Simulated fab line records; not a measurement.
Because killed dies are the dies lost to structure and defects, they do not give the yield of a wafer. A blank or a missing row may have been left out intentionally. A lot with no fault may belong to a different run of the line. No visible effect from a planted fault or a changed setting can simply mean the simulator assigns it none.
Problem report in the 8D (eight disciplines) form, filled by code | flow sfq line | the parts of the form that need people (team, actions taken, sign-off) are left out

1. THE PROBLEM
SFQ_TRILAYER_I3_VIA_BARC_OPEN_VIA_ETCH_121, rf fwd power W: mean 289.5 W over 1 wafer from 1 lot; wafers with no fault: 494.8 W, standard deviation 2.5. That is -82 standard deviations from the usual mean.
The step: etches BARC in O2, target depth 125 nm, time 41.7 s.
Seen first at day 41 00:13 on rie diel-04, wafer L133.5. At this step, 15 wafers from 5 lots have a number in the record. Rule for "out" (also "out of limits"): further than 4 standard deviations from the usual mean. The rest of the wafers with a number are treated as sound.

2. WHAT IT IS AND WHAT IT IS NOT
question                    | is                | is not
which readings at this step | rf fwd power W    | bias w, drypump motor current A, oes product au
which lots                  | L133              | L123, L128, L138, L144
which wafers of those lots  | L133.5            | L133.1, L133.3
read on which tools         | rie diel-04       | rie diel-01, rie diel-02
when                        | from day 41 00:13 | up to then (8 sound wafers); but 6 sound wafers of L138, L144 came after

3. SUSPECTS, AND WHAT RULES EACH OUT
Counting: a tool at a process step up to the reading stays a suspect if it ran every lot that is out. Sound lots after the first of them don't rule it out here, since some wafers of a struck lot are sound.
- pecvd-03 at SFQ_TRILAYER_I3_DEP_PECVD_081 (deposits SiO2 from SiH4/N2O, time 111.11 s, target thk 500 nm): kept. It processed L133, the lot that is out, at day 34 06:40, and its most recent sound lot before then was L128 at day 31 21:13.
- cmp-02 at SFQ_TRILAYER_I3_CMP_CMP_082 (polishes SiO2): kept. It processed L133, the lot that is out, at day 35 05:32, and its most recent sound lot before then was L123 at day 30 03:37.
- film metro-04 at SFQ_TRILAYER_I3_METRO_MEASURE_083: kept. It processed L133, the lot that is out, at day 35 08:09, and its most recent sound lot before then was L123 at day 30 05:56.
- rie diel-04 at SFQ_TRILAYER_I3_VIA_BARC_OPEN_VIA_ETCH_121 (etches BARC in O2, target depth 125 nm, time 41.7 s): kept. It processed L133, the lot that is out, at day 41 00:13, and its most recent sound lot before then was L128 at day 38 23:04. Its own rf fwd power W readings are out on those wafers.
- Within pecvd-03 at SFQ_TRILAYER_I3_DEP_PECVD_081: the wafers that are out ran in chamber 0; their sound lot-mates ran in chambers 1, 2.
- Within rie diel-04 at SFQ_TRILAYER_I3_VIA_BARC_OPEN_VIA_ETCH_121: the wafers that are out ran in chamber 0; their sound lot-mates ran in chambers 2, 3.
Left after counting: pecvd-03 at SFQ_TRILAYER_I3_DEP_PECVD_081, cmp-02 at SFQ_TRILAYER_I3_CMP_CMP_082, film metro-04 at SFQ_TRILAYER_I3_METRO_MEASURE_083, rie diel-04 at SFQ_TRILAYER_I3_VIA_BARC_OPEN_VIA_ETCH_121.

4. THE CAUSE (what the simulator had put in)
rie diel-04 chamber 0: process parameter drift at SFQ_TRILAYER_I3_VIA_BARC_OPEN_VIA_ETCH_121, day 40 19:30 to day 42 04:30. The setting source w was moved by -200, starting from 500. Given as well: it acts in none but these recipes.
Counting left 4 suspects, and this tool is among them.

5. THE EFFECT CHAIN, in route order
Rows list readings where the struck wafers' mean (over those with a number) sits beyond 3 standard deviations from the usual. Only readings for which the record gives a usual standard deviation are gone through. hours: the time from each lot's start at the first step in this table that gives one to its start at this step, as a median over the lots. sigmas: the change in usual standard deviations.
hours | step                                       | reading        | usual   | on struck wafers | change | sigmas
0     | SFQ_TRILAYER_I3_VIA_BARC_OPEN_VIA_ETCH_121 | rf fwd power W | 494.8 W | 289.5            | -205.3 | -82
Here are the process steps it includes:
- SFQ_TRILAYER_I3_VIA_BARC_OPEN_VIA_ETCH_121: etches BARC in O2, target depth 125 nm, time 41.7 s.

6. HOW IT WOULD HAVE BEEN CAUGHT EARLIER
In this record no reading fell out of limits until day 41 00:13, 5 hours after the fault had begun at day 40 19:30.
